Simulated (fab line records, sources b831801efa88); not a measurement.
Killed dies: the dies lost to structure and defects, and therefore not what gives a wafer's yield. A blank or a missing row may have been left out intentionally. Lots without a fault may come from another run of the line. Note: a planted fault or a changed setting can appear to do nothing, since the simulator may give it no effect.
Which tool is to blame? -- flow sky130 -- 13 lots with 39 wafers sampled at 4 steps, on a route of 708 steps

## WHAT EACH GAUGE READ, for each wafer
SKY_VIA4_THK_MEAS_20: measures by xrf. Usual: for VIA4_W_THK the level is 519 nm and the standard deviation is 8.5.
lot,measured,on,VIA4_W_THK (nm),flag
L188,day 42 21:29,film_metro-03,523 518 512,
L189,day 42 21:43,film_metro-01,520 513 525,
L191,day 44 00:32,film_metro-03,520 526 517,
L193,day 44 18:51,film_metro-02,522 530 528,
L194,day 44 21:14,film_metro-01,502 502 504,
L195,day 45 03:03,film_metro-01,519 512 512,
L196,day 45 13:02,film_metro-01,516 511 522,
L197,day 45 20:52,film_metro-03,523 526 531,
L199,day 46 12:25,film_metro-03,519 524 520,
L204,day 46 23:53,film_metro-01,511 503 513,
L206,day 47 15:13,film_metro-02,522 516 518,
L210,day 48 14:07,film_metro-02,532 526 533,
L211,day 48 22:16,film_metro-02,524 534 527,

SKY_PAD_OPEN_BOW_MEAS_13. Usual: for PAD_OPEN_BOW the level is 48 um and the standard deviation is 8.5.
lot,measured,on,PAD_OPEN_BOW (um),flag
L188,day 45 21:05,film_metro-01,41 43 47,
L189,day 45 21:26,film_metro-01,59 54 52,
L191,day 46 19:53,film_metro-01,43 36 41,
L193,day 47 11:57,film_metro-04,60 49 35,
L194,day 47 15:38,film_metro-01,65 60 40,
L195,day 47 19:46,film_metro-04,49 49 48,
L196,day 48 04:58,film_metro-04,31 34 29,
L197,day 48 14:23,film_metro-01,40 44 40,
L199,day 49 03:36,film_metro-03,52 56 65,
L204,day 49 12:59,film_metro-04,55 55 50,
L206,day 50 00:31,film_metro-03,54 58 51,
L210,day 50 21:34,film_metro-01,56 50 54,
L211,day 51 03:55,film_metro-01,37 39 40,

## TOOL THAT RAN EACH LOT (tool first, then ch and the chambers of the sampled wafers, then the start)
lot,SKY_VIA4_CLEAN_15,SKY_METAL5_SPUTTER_04
L188,"wet_bench-03 ch 2, day 42 20:59","pvd_sputter-03, day 42 21:57"
L189,"wet_bench-03 ch 1, day 42 21:13","pvd_sputter-01, day 42 22:10"
L191,"wet_bench-02 ch 2, day 44 00:02","pvd_sputter-03, day 44 01:00"
L193,"wet_bench-02 ch 2, day 44 18:22","pvd_sputter-03, day 44 19:20"
L194,"wet_bench-03 ch 3, day 44 20:44","pvd_sputter-01, day 44 21:48"
L195,"wet_bench-02 ch 3, day 45 02:34","pvd_sputter-04, day 45 03:35"
L196,"wet_bench-02 ch 2, day 45 12:33","pvd_sputter-04, day 45 13:34"
L197,"wet_bench-04 ch 0, day 45 20:22","pvd_sputter-03, day 45 21:49"
L199,"wet_bench-04 ch 1, day 46 11:38","pvd_sputter-01, day 46 13:55"
L204,"wet_bench-02 ch 0, day 46 23:25","pvd_sputter-04, day 47 00:22"
L206,"wet_bench-02 ch 1, day 47 14:44","pvd_sputter-04, day 47 15:42"
L210,"wet_bench-03 ch 2, day 48 13:37","pvd_sputter-01, day 48 14:34"
L211,"wet_bench-04 ch 0, day 48 21:45","pvd_sputter-04, day 48 22:43"
- SKY_VIA4_CLEAN_15: cleans in IPA, time 180 s.
- SKY_METAL5_SPUTTER_04: material TiN, target thk 70 nm, time 58.3 s.

## AS READ BY THE TOOLS THEMSELVES (means over the sampled wafers that have a number; for cases with no such wafer, the mark the record gives instead)
SKY_VIA4_CLEAN_15. Usual: bath_heat_duty_pct reads 6.4 % (standard deviation 0.72).
lot,tool,bath_heat_duty_pct (%),flag
L188,wet_bench-03,6.0,
L189,wet_bench-03,7.3,
L191,wet_bench-02,5.7,
L193,wet_bench-02,6.2,
L194,wet_bench-03,6.9,
L195,wet_bench-02,6.7,
L196,wet_bench-02,6.5,
L197,wet_bench-04,6.6,
L199,wet_bench-04,7.1,
L204,wet_bench-02,5.7,
L206,wet_bench-02,5.2,
L210,wet_bench-03,6.7,
L211,wet_bench-04,6.0,

SKY_METAL5_SPUTTER_04. Usual: throttle_valve_pct reads 29.8 % (standard deviation 1).
lot,tool,throttle_valve_pct (%),flag
L188,pvd_sputter-03,31.3,
L189,pvd_sputter-01,30.8,
L191,pvd_sputter-03,30.3,
L193,pvd_sputter-03,30.4,
L194,pvd_sputter-01,30.1,
L195,pvd_sputter-04,29.9,
L196,pvd_sputter-04,28.8,
L197,pvd_sputter-03,29.8,
L199,pvd_sputter-01,30.1,
L204,pvd_sputter-04,29.1,
L206,pvd_sputter-04,28.0,
L210,pvd_sputter-01,30.7,
L211,pvd_sputter-04,29.7,

## THE ANSWER, worked out from the rows above alone
Rule: take the mean of a lot's wafers that have a number; if it is more than 3 standard deviations from the usual mean, the lot is off. Also off: a lot with no number at a reading for which 4 or more lots have one. All remaining lots with rows at the step are treated as sound. After the gauges, taken in route order, come the tools' own readings; for these a lot's mean is taken, as printed above. The first step at which some lot is off is used, and at that step the reading that is off furthest; a lot without a number counts as furthest.
Across all readings shown, no lot is off: no conclusion can be drawn from this.

## WHAT THE SIMULATOR HAD INSERTED
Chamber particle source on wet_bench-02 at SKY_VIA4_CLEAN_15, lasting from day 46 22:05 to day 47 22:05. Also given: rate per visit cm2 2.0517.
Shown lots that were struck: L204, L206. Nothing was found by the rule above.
